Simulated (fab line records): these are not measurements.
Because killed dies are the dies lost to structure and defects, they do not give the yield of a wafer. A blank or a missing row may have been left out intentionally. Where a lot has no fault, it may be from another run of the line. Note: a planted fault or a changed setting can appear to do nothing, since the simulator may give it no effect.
Which tool did it? / flow gf180mcu / 12 lots, 36 wafers sampled, at 5 steps of a route of 602

## WHAT THE GAUGES SHOWED, per wafer
GF_V3_THK_MEAS_03. Usual: V3_CVD_02_THK 853 nm, standard deviation 12.
lot=L571; measured=day 20 20:29; on=filmMetro-03; V3_CVD_02_THK (nm)=859 875 873; flag=
lot=L573; measured=day 22 21:07; on=filmMetro-02; V3_CVD_02_THK (nm)=846 866 852; flag=
lot=L574; measured=day 22 22:11; on=filmMetro-04; V3_CVD_02_THK (nm)=858 859 865; flag=
lot=L576; measured=day 24 00:08; on=filmMetro-03; V3_CVD_02_THK (nm)=848 849 857; flag=
lot=L578; measured=day 24 05:54; on=filmMetro-03; V3_CVD_02_THK (nm)=845 855 852; flag=
lot=L577; measured=day 24 06:17; on=filmMetro-02; V3_CVD_02_THK (nm)=863 863 846; flag=
lot=L579; measured=day 24 17:44; on=filmMetro-02; V3_CVD_02_THK (nm)=847 859 877; flag=
lot=L581; measured=day 25 14:03; on=filmMetro-04; V3_CVD_02_THK (nm)=851 875 858; flag=
lot=L591; measured=day 28 04:59; on=filmMetro-03; V3_CVD_02_THK (nm)=844 830 851; flag=
lot=L592; measured=day 28 14:18; on=filmMetro-04; V3_CVD_02_THK (nm)=839 850 855; flag=
lot=L593; measured=day 28 16:09; on=filmMetro-04; V3_CVD_02_THK (nm)=854 872 857; flag=
lot=L594; measured=day 28 21:56; on=filmMetro-02; V3_CVD_02_THK (nm)=842 845 860; flag=

GF_V3_CD_MEAS_14 targets a cd of 260 nm. Usual: cdNm 259.6 nm, standard deviation 1.
lot=L571; measured=day 21 20:58; on=cdSem-02; cdNm (nm)=259.6 259.1 259.1; flag=
lot=L573; measured=day 23 20:41; on=cdSem-02; cdNm (nm)=258.9 258.0 259.1; flag=
lot=L574; measured=day 23 21:29; on=cdSem-02; cdNm (nm)=258.6 258.6 259.4; flag=
lot=L576; measured=day 24 22:39; on=cdSem-01; cdNm (nm)=258.5 259.0 258.7; flag=
lot=L578; measured=day 25 05:07; on=cdSem-01; cdNm (nm)=259.8 259.3 259.7; flag=
lot=L577; measured=day 25 05:08; on=cdSem-02; cdNm (nm)=257.9 258.1 257.7; flag=
lot=L579; measured=day 25 15:55; on=cdSem-01; cdNm (nm)=261.3 261.3 261.4; flag=
lot=L581; measured=day 26 11:26; on=cdSem-01; cdNm (nm)=259.6 269.0 259.9; flag=OFF
lot=L591; measured=day 29 00:22; on=cdSem-02; cdNm (nm)=258.7 259.4 259.6; flag=
lot=L592; measured=day 29 09:35; on=cdSem-02; cdNm (nm)=259.9 259.9 261.1; flag=
lot=L593; measured=day 29 12:10; on=cdSem-01; cdNm (nm)=258.9 259.9 260.1; flag=
lot=L594; measured=day 29 17:46; on=cdSem-02; cdNm (nm)=259.8 260.4 259.9; flag=

## WHAT TOOL EACH LOT RAN ON (gives the tool, then ch and the chambers of the sampled wafers, and finally the start)
lot=L571; GF_M3_SPUTTER_03=pvdSputter-01, day 19 19:20; GF_V3_CMP_04=cmp-02 ch 0,1,2, day 20 20:39; GF_V3_EXPOSE_11=krfScanner-01 ch 0, day 21 09:13
lot=L573; GF_M3_SPUTTER_03=pvdSputter-03, day 21 20:09; GF_V3_CMP_04=cmp-02 ch 0,1,3, day 22 21:22; GF_V3_EXPOSE_11=krfScanner-02 ch 0, day 23 09:06
lot=L574; GF_M3_SPUTTER_03=pvdSputter-02, day 21 21:48; GF_V3_CMP_04=cmp-01 ch 0,1,3, day 22 22:20; GF_V3_EXPOSE_11=krfScanner-02 ch 0, day 23 09:37
lot=L576; GF_M3_SPUTTER_03=pvdSputter-01, day 23 00:38; GF_V3_CMP_04=cmp-01 ch 0,1, day 24 00:21; GF_V3_EXPOSE_11=krfScanner-01 ch 0, day 24 11:30
lot=L578; GF_M3_SPUTTER_03=pvdSputter-02, day 23 06:45; GF_V3_CMP_04=cmp-01 ch 0,1,3, day 24 06:23; GF_V3_EXPOSE_11=krfScanner-02 ch 0, day 24 18:23
lot=L577; GF_M3_SPUTTER_03=pvdSputter-01, day 23 07:14; GF_V3_CMP_04=cmp-01 ch 0,1,3, day 24 06:35; GF_V3_EXPOSE_11=krfScanner-01 ch 0, day 24 18:35
lot=L579; GF_M3_SPUTTER_03=pvdSputter-01, day 23 18:29; GF_V3_CMP_04=cmp-02 ch 0,3, day 24 17:47; GF_V3_EXPOSE_11=krfScanner-02 ch 0, day 25 04:56
lot=L581; GF_M3_SPUTTER_03=pvdSputter-01, day 24 15:22; GF_V3_CMP_04=cmp-01 ch 0,1, day 25 14:08; GF_V3_EXPOSE_11=krfScanner-02 ch 0, day 26 01:19
lot=L591; GF_M3_SPUTTER_03=pvdSputter-01, day 27 07:33; GF_V3_CMP_04=cmp-01 ch 0,1,3, day 28 05:03; GF_V3_EXPOSE_11=krfScanner-02 ch 0, day 28 15:07
lot=L592; GF_M3_SPUTTER_03=pvdSputter-01, day 27 17:54; GF_V3_CMP_04=cmp-01 ch 1,2,3, day 28 14:27; GF_V3_EXPOSE_11=krfScanner-01 ch 0, day 29 00:19
lot=L593; GF_M3_SPUTTER_03=pvdSputter-01, day 27 20:08; GF_V3_CMP_04=cmp-01 ch 0,1,3, day 28 16:18; GF_V3_EXPOSE_11=krfScanner-02 ch 0, day 29 02:28
lot=L594; GF_M3_SPUTTER_03=pvdSputter-03, day 28 01:28; GF_V3_CMP_04=cmp-01 ch 1,2, day 28 22:00; GF_V3_EXPOSE_11=krfScanner-02 ch 0, day 29 08:01
- GF_M3_SPUTTER_03: material Ti, target thk 10 nm, time 6.7 s.
- GF_V3_CMP_04: polishes SiO2.
- GF_V3_EXPOSE_11: exposes mask Via3, target cd 260 nm.

## WHAT THE TOOLS THEMSELVES READ (means of the sampled wafers that have a number; where no wafer has one, the mark that the record gives instead)
GF_M3_SPUTTER_03. Usual: throttleValvePct 29.8 %, standard deviation 0.91.
lot=L571; tool=pvdSputter-01; throttleValvePct (%)=30.0; flag=
lot=L573; tool=pvdSputter-03; throttleValvePct (%)=29.3; flag=
lot=L574; tool=pvdSputter-02; throttleValvePct (%)=31.1; flag=
lot=L576; tool=pvdSputter-01; throttleValvePct (%)=28.9; flag=
lot=L578; tool=pvdSputter-02; throttleValvePct (%)=30.0; flag=
lot=L577; tool=pvdSputter-01; throttleValvePct (%)=29.9; flag=
lot=L579; tool=pvdSputter-01; throttleValvePct (%)=29.5; flag=
lot=L581; tool=pvdSputter-01; throttleValvePct (%)=29.9; flag=
lot=L591; tool=pvdSputter-01; throttleValvePct (%)=30.0; flag=
lot=L592; tool=pvdSputter-01; throttleValvePct (%)=29.5; flag=
lot=L593; tool=pvdSputter-01; throttleValvePct (%)=29.2; flag=
lot=L594; tool=pvdSputter-03; throttleValvePct (%)=30.2; flag=

GF_V3_CMP_04. Usual: motorCurrentA 11.7 A, standard deviation 1; timeToEndpointS 85 s, standard deviation 4.6.
lot=L571; tool=cmp-02; motorCurrentA (A)=12.5; timeToEndpointS (s)=87; flag=
lot=L573; tool=cmp-02; motorCurrentA (A)=12.0; timeToEndpointS (s)=84; flag=
lot=L574; tool=cmp-01; motorCurrentA (A)=11.7; timeToEndpointS (s)=87; flag=
lot=L576; tool=cmp-01; motorCurrentA (A)=11.2; timeToEndpointS (s)=80; flag=
lot=L578; tool=cmp-01; motorCurrentA (A)=12.1; timeToEndpointS (s)=84; flag=
lot=L577; tool=cmp-01; motorCurrentA (A)=11.5; timeToEndpointS (s)=82; flag=
lot=L579; tool=cmp-02; motorCurrentA (A)=11.5; timeToEndpointS (s)=85; flag=
lot=L581; tool=cmp-01; motorCurrentA (A)=11.1; timeToEndpointS (s)=87; flag=
lot=L591; tool=cmp-01; motorCurrentA (A)=11.8; timeToEndpointS (s)=81; flag=
lot=L592; tool=cmp-01; motorCurrentA (A)=11.5; timeToEndpointS (s)=85; flag=
lot=L593; tool=cmp-01; motorCurrentA (A)=11.4; timeToEndpointS (s)=89; flag=
lot=L594; tool=cmp-01; motorCurrentA (A)=11.0; timeToEndpointS (s)=83; flag=

GF_V3_EXPOSE_11. Usual: reticleTempC 23.00 C, standard deviation 0.099.
lot=L571; tool=krfScanner-01; reticleTempC (C)=22.96; flag=
lot=L573; tool=krfScanner-02; reticleTempC (C)=23.01; flag=
lot=L574; tool=krfScanner-02; reticleTempC (C)=23.07; flag=
lot=L576; tool=krfScanner-01; reticleTempC (C)=23.10; flag=
lot=L578; tool=krfScanner-02; reticleTempC (C)=22.89; flag=
lot=L577; tool=krfScanner-01; reticleTempC (C)=22.83; flag=
lot=L579; tool=krfScanner-02; reticleTempC (C)=23.15; flag=
lot=L581; tool=krfScanner-02; reticleTempC (C)=22.98; flag=
lot=L591; tool=krfScanner-02; reticleTempC (C)=23.01; flag=
lot=L592; tool=krfScanner-01; reticleTempC (C)=22.93; flag=
lot=L593; tool=krfScanner-02; reticleTempC (C)=22.93; flag=
lot=L594; tool=krfScanner-02; reticleTempC (C)=23.06; flag=

## THE ANSWER, worked out from the rows above alone
Rule: a lot counts as off when the mean over its wafers that have a number is more than 3 standard deviations away from the usual mean. Also off: a lot with no number at a reading for which 4 or more lots have one. The other lots that the step has rows for count as sound. The gauges are gone through in route order, then the tools' own readings, and for those a lot's mean is taken as printed above. The first step at which some lot is off is used, and at that step the reading that is off furthest; a lot without a number counts as furthest.
Off, at GF_V3_CD_MEAS_14 on cdNm: L581.
If a tool, at a process step before that reading, ran all the lots that are off and no sound lot after the first of them, it fits. Those tools and the gauges at GF_V3_CD_MEAS_14 are tried in the same way. None of those tried fits.

## WHAT THE SIMULATOR HAD INSERTED
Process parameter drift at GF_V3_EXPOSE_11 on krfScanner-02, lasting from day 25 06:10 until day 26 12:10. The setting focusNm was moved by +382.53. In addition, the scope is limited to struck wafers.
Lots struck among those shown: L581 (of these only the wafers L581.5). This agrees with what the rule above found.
